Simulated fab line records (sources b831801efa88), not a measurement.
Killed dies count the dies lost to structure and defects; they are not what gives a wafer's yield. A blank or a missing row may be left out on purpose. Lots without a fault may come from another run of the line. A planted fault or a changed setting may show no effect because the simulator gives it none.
A lot that was struck, set against a sound lot | flow sky130 | 22 steps out of a route of 708
Sound: the wafers L158.1, L158.5, L158.6. Struck: wafer L171.5. (L171.6 of the same lot was not struck and is left out.) The cause comes at the end.
At each step with rows: each side's tool, then ch and its chambers, then its first start. Under that, the readings that differ: sound wafers | struck wafers | difference of the means | sigmas: that difference in standard deviations of wafers without a fault.
alike: a reading whose means differ by less than 2 such deviations, as well as words and numbers matching on both sides. not compared: withheld readings; readings where some wafer has no value; bounds like >300 that might hide an equal value; numbers whose values overlap and for which the record gives no deviation.
The two part at a step that has a row with sigmas, a row that says differs or no value, or rows on one side only. Numbers that have no deviation but don't overlap get no sigmas and don't part them. A reading that every wafer of one side lacks parts them only if that side has two wafers or more.

SKY_METAL4_ETCH_17: etches SiO2 in C4F8/O2/Ar, stops on TiN, time 3.9 s, target depth 15 nm.
  sound on rieDiel-04 ch 0,1, day 42 20:24; struck on rieDiel-03 ch 1, day 46 09:10
  alike: oesProductAu
  not compared: rfHoursCounterH
SKY_METAL4_METAL_ETCH_18: etches the open film in Cl2/BCl3, stops on SiO2, target depth 845 nm, time 183.1 s.
  sound on rieMetal-03 ch 0,1, day 42 20:25; struck on rieMetal-03 ch 0, day 46 09:17
  alike: drypumpMotorCurrentA, oesProductAu, throttleValvePct
  not compared: rfHoursCounterH
SKY_METAL4_STRIP_19: strips in O2/N2.
  sound on plasmaAsher-01 ch 0,1, day 42 20:36; struck on plasmaAsher-03 ch 1, day 46 09:25
  alike: drypumpMotorCurrentA, oesProductAu, stripTimeToEndpointS
  not compared: rfHoursCounterH
then, 4 steps without rows for these wafers: SKY_METAL4_STRIP_20 (strips in post etch residue remover, time 1200 s); SKY_METAL4_CLEAN_21 (cleans in IPA, time 180 s); SKY_METAL4_CLEAN_22 (cleans in O3/DIW); SKY_VIA4_HDPCVD_00 (deposits SiO2, target thk 1750 nm, time 291.7 s).
SKY_VIA4_THK_MEAS_01:
  sound on filmMetro-03, day 42 21:22; struck on filmMetro-04, day 46 10:10
  alike: VIA4_HDPCVD_THK
SKY_VIA4_CMP_02: polishes SiO2.
  sound on cmp-01 ch 1,2, day 42 21:26; struck on cmp-02 ch 3, day 46 10:31
reading         | sound             | struck | difference | sigmas
platenRpm (rpm) | 59.98 60.04 60.04 | 59.90  | -0.12      | -3
  alike: motorCurrentA, slurryFilterDpKPa
SKY_VIA4_BOW_MEAS_03:
  sound on filmMetro-01, day 42 21:44; struck on filmMetro-04, day 46 10:42
reading       | sound    | struck | difference | sigmas
VIA4_BOW (um) | 62 69 65 | 91     | +26        | +3
then, 2 steps without rows for these wafers: SKY_VIA4_DEHYDRATE_04 (time 60 s); SKY_VIA4_HMDS_05 (prime time 60 s).
SKY_VIA4_COAT_06: resist thk 1140 nm.
  sound on lithoTrack-01 ch 0, day 43 09:35; struck on lithoTrack-04 ch 0, day 46 21:02
reading                                  | sound          | struck | difference | sigmas
model.NOVOLAK_of_VIA4_COAT_06.thkNm (nm) | 1141 1134 1139 | 1091   | -47        | 
then, 4 steps without rows for these wafers: SKY_VIA4_SOFTBAKE_07 (time 60 s); SKY_VIA4_EXPOSE_08 (exposes mask VIM4, target cd 800 nm); SKY_VIA4_PEB_09; SKY_VIA4_DEVELOP_10 (develop time 60 s).
SKY_VIA4_OVL_MEAS_11:
  sound on overlay-01, day 43 21:23; struck on overlay-01, day 47 07:58
  alike: VIA4_OVL
SKY_VIA4_ETCH_12: etches SiO2 in C4F8/O2/Ar, stops on TiN, target depth 580 nm.
  sound on rieDiel-02 ch 0,1, day 43 21:26; struck on rieDiel-04 ch 2, day 47 08:01
reading                                  | sound          | struck | difference | sigmas
model.NOVOLAK_of_VIA4_COAT_06.thkNm (nm) | 1010 1004 1007 | 960    | -47        | 
  alike: oesProductAu
  not compared: model.VIA4.cdNm
SKY_VIA4_STRIP_13: strips in O2/N2.
  sound on plasmaAsher-01 ch 0,1, day 43 21:30; struck on plasmaAsher-01 ch 0, day 47 08:07
reading                  | sound                | struck | difference | sigmas
stripTimeToEndpointS (s) | 12.796 12.780 12.822 | 12.279 | -0.520     | -20
  alike: drypumpMotorCurrentA, oesProductAu
  not compared: rfHoursCounterH
then, 1 step without rows for these wafers: SKY_VIA4_STRIP_14 (strips in post etch residue remover, time 1200 s).
-- the record jumps here: 3 days lie between the struck wafers' starts before and after (it left off in module VIA4 and takes up again in module PAD_OPEN, whose first step shown is number 708 of the route) --
SKY_PAD_OPEN_PROBE_99:
  rows exist in the record for the struck wafers here (prober-01, day 49 23:28), but not for the sound ones

## WHERE THEY PART
First at SKY_VIA4_CMP_02; last, within this record, at SKY_PAD_OPEN_PROBE_99.

WHY: whatever the simulator had introduced
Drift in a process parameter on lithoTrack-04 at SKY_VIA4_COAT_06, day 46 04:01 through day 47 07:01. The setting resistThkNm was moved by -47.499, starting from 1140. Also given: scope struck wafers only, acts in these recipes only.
